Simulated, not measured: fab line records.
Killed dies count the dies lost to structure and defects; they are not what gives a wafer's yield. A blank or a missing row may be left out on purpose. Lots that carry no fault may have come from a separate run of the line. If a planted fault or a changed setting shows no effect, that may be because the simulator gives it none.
Which tool did it? | flow sky130 | 36 wafers from 12 lots sampled at 2 of the route's 708 steps

WHAT THE GAUGES READ, wafer by wafer
SKY_VIA2_THK_MEAS_23: measures by xrf. Usual: VIA2_W_THK typically reads 415 nm, with standard deviation 5.1.
lot  | measured     | on           | VIA2_W_THK (nm) | flag
L310 | day 36 16:24 | filmMetro-03 | 420 420 419     | 
L314 | day 38 00:58 | filmMetro-03 | 412 409 406     | 
L315 | day 38 14:55 | filmMetro-03 | 410 415 415     | 
L316 | day 38 19:17 | filmMetro-03 | 411 413 406     | 
L317 | day 39 14:22 | filmMetro-03 | 410 413 406     | 
L322 | day 40 17:24 | filmMetro-04 | 408 416 423     | 
L324 | day 41 02:53 | filmMetro-03 | 413 411 414     | 
L326 | day 41 21:10 | filmMetro-02 | 417 415 410     | 
L328 | day 42 03:08 | filmMetro-03 | 411 412 416     | 
L329 | day 42 07:10 | filmMetro-04 | 428 415 426     | 
L331 | day 42 23:58 | filmMetro-04 | 420 414 425     | 
L332 | day 43 19:41 | filmMetro-04 | 419 421 425     | 

WHICH TOOL RAN EACH LOT (tool, then ch and the chambers of the sampled wafers, then the start)
lot  | SKY_VIA2_SPUTTER_20
L310 | pvdSputter-04, day 36 15:57
L314 | pvdSputter-04, day 38 00:40
L315 | pvdSputter-02, day 38 14:34
L316 | pvdSputter-02, day 38 18:58
L317 | pvdSputter-03, day 39 14:04
L322 | pvdSputter-04, day 40 17:05
L324 | pvdSputter-04, day 41 02:32
L326 | pvdSputter-02, day 41 20:51
L328 | pvdSputter-02, day 42 02:49
L329 | pvdSputter-03, day 42 06:50
L331 | pvdSputter-04, day 42 23:39
L332 | pvdSputter-02, day 43 19:23
- SKY_VIA2_SPUTTER_20: material TiN, target thk 20 nm, time 80 s.

AS READ BY THE TOOLS THEMSELVES (means over the sampled wafers that have a number; for cases with no such wafer, the mark the record gives instead)
SKY_VIA2_SPUTTER_20. Usual: chamberPressurePa 4.998 Pa, standard deviation 0.01; throttleValvePct 29.9 %, standard deviation 0.88.
lot  | tool          | chamberPressurePa (Pa) | throttleValvePct (%) | flag
L310 | pvdSputter-04 | 4.992                  | 29.8                 | 
L314 | pvdSputter-04 | 4.985                  | 29.7                 | 
L315 | pvdSputter-02 | 4.998                  | 28.6                 | 
L316 | pvdSputter-02 | 4.999                  | 29.8                 | 
L317 | pvdSputter-03 | 5.009                  | 31.0                 | 
L322 | pvdSputter-04 | 5.009                  | 30.3                 | 
L324 | pvdSputter-04 | 4.990                  | 29.0                 | 
L326 | pvdSputter-02 | 4.996                  | 30.3                 | 
L328 | pvdSputter-02 | 5.002                  | 29.3                 | 
L329 | pvdSputter-03 | 4.993                  | 30.7                 | 
L331 | pvdSputter-04 | 5.001                  | 29.3                 | 
L332 | pvdSputter-02 | 4.996                  | 29.8                 | 

THE ANSWER, worked out from the rows above alone
Rule: take the mean of a lot's wafers that have a number; if it is more than 3 standard deviations from the usual mean, the lot is off. A lot without any number at a reading at which 4 lots or more have one is off too. Any other lot the step has rows for is counted as sound. Order of review: gauges by route order, followed by the tools' own readings, for which a lot's mean as printed above is used. At the first step where some lot is off, the reading lying furthest off is the one used; lots without a number count as furthest.
No lot is off at any reading shown: from this, nothing can be told.

WHAT THE SIMULATOR PUT IN
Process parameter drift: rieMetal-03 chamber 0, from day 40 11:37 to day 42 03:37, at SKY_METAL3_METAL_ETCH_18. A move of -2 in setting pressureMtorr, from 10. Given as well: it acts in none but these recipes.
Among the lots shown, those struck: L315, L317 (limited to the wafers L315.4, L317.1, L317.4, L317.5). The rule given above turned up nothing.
